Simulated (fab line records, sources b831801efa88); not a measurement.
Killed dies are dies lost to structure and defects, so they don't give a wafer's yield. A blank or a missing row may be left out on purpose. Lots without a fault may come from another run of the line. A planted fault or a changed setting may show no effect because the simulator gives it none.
Chamber matching | flow sfq_line | SFQ_TRILAYER_I1_CMP_CMP_046 on cmp-02: 4 sister chambers
The step polishes SiO2. 4 wafers are shown with their chamber, then 7 later ones without.

WAFERS WITH THEIR CHAMBER
wafer  | chamber | motor_current_A (A)
L851.1 | 0       | 8.4
L851.6 | 3       | 9.4
L859.3 | 1       | 12.2
L859.5 | 2       | 11.0

WAFERS WITHOUT THEIR CHAMBER
wafer  | motor_current_A (A)
L859.6 | 11.7
L860.2 | 8.3
L860.4 | 9.8
L860.6 | 9.7
L862.2 | 11.2
L862.5 | 8.6
L862.6 | 9.0

WHICH CHAMBER EACH WENT THROUGH
wafer  | from the rows above     | in truth
L859.6 | can't be placed: 1 or 2 | 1
L860.2 | 0                       | 0
L860.4 | 3                       | 3
L860.6 | 3                       | 3
L862.2 | 2                       | 2
L862.5 | can't be placed: 0 or 3 | 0
L862.6 | can't be placed: 3 or 0 | 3
Placed correctly: 4 of 7. Can't be placed from these rows: 3 (the true chamber is among the candidates in 3). Placed wrongly: 0.
How it was worked out, from the rows above alone: a wafer's distance from a chamber is the root of the sum, over the readings, of the square of ((its reading less the chamber's mean) divided by the reading's scatter). The wafer belongs to the nearest chamber; if the next one is less than 2 further off, it can't be placed. A chamber's mean is the mean of its shown wafers. The scatter: with one shown wafer a chamber, the root of the mean of the squares of how far each hidden wafer lies from its nearest shown one.
